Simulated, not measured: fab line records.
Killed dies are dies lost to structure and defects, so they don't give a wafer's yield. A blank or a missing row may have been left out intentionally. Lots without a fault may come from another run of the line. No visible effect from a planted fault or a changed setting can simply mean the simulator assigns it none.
Which of the tools did it?    flow gf180mcu    18 wafers from 6 lots sampled at 5 of the route's 602 steps

WHAT THE GAUGES SHOWED, per wafer
GF_V2_BOW_MEAS_05.
lot   measured      on             V2_BOW (um)
L824  day 22 14:18  film_metro-01  100 103 100
L826  day 23 09:13  film_metro-03  98 96 107
L828  day 24 01:23  film_metro-03  75 63 63
L830  day 24 17:14  film_metro-02  56 62 69
L836  day 26 21:08  film_metro-01  97 96 94
L837  day 27 07:23  film_metro-03  99 105 106

EACH LOT AND THE TOOL THAT RAN IT (in order: tool; ch and the chambers of the sampled wafers; start)
lot   GF_V1_CMP_26                   GF_M2_SPUTTER_02              GF_V2_CVD_00                      GF_V2_CVD_02
L824  cmp-02 ch 0,2,3, day 21 13:28  pvd_sputter-01, day 21 13:54  hdpcvd-02 ch 0,1,2, day 22 13:43  pecvd-02 ch 1,2, day 22 13:51
L826  cmp-02 ch 0,1,2, day 22 08:09  pvd_sputter-02, day 22 08:32  hdpcvd-01 ch 1,2, day 23 08:39    pecvd-03 ch 0,1,2, day 23 08:47
L828  cmp-02 ch 0,2,3, day 23 00:58  pvd_sputter-02, day 23 01:23  hdpcvd-02 ch 0,1,2, day 24 00:50  pecvd-02 ch 0,1,2, day 24 00:58
L830  cmp-02 ch 0,2,3, day 23 18:01  pvd_sputter-02, day 23 18:26  hdpcvd-01 ch 0,1, day 24 16:39    pecvd-02 ch 0,1, day 24 16:47
L836  cmp-02 ch 0,1,3, day 25 22:31  pvd_sputter-01, day 25 22:56  hdpcvd-01 ch 0,1,2, day 26 20:34  pecvd-04 ch 0,1,2, day 26 20:42
L837  cmp-02 ch 0,1,3, day 26 09:03  pvd_sputter-01, day 26 09:29  hdpcvd-02 ch 0,2, day 27 06:48    pecvd-04 ch 1,2, day 27 06:56
- GF_V1_CMP_26: polishes, stops on SiO2, t overpolish 15 s, target thk 0 nm.
- GF_M2_SPUTTER_02: material AlCu, target thk 450 nm, time 23.9 s.
- GF_V2_CVD_00: deposits SiO2, target thk 600 nm, time 100 s.
- GF_V2_CVD_02: deposits SiO2 from TEOS, target thk 850 nm, time 94.851 s.

THE ANSWER, worked out from the rows above alone
Rule: the usual values come from the lots themselves. Put in order of their means at a reading, lots are off if they are a third of the lots or fewer, leave a main group of 4 or more, and stand apart from it by a gap of 3 or more times the standard deviation of the main group's means; of several such gaps the widest counts. A main group whose means are all the same, to the digits that the tables above print for the reading, isn't used. A lot without any number at a reading at which 4 lots or more have one is off too. Where the step has rows for the other lots, those lots are counted as sound.
Off: at GF_V2_BOW_MEAS_05 (V2_BOW), L828, L830. Mean 100 um and standard deviation 2.8 in the main group.
If a tool, at a process step before that reading, ran all the lots that are off and no sound lot after the first of them, it fits. Those tools and the gauges at GF_V2_BOW_MEAS_05 are tried in the same way. Can't be told from this: 2 tools fit, pvd_sputter-02 at GF_M2_SPUTTER_02, pecvd-02 at GF_V2_CVD_02.

WHAT THE SIMULATOR HAD INSERTED
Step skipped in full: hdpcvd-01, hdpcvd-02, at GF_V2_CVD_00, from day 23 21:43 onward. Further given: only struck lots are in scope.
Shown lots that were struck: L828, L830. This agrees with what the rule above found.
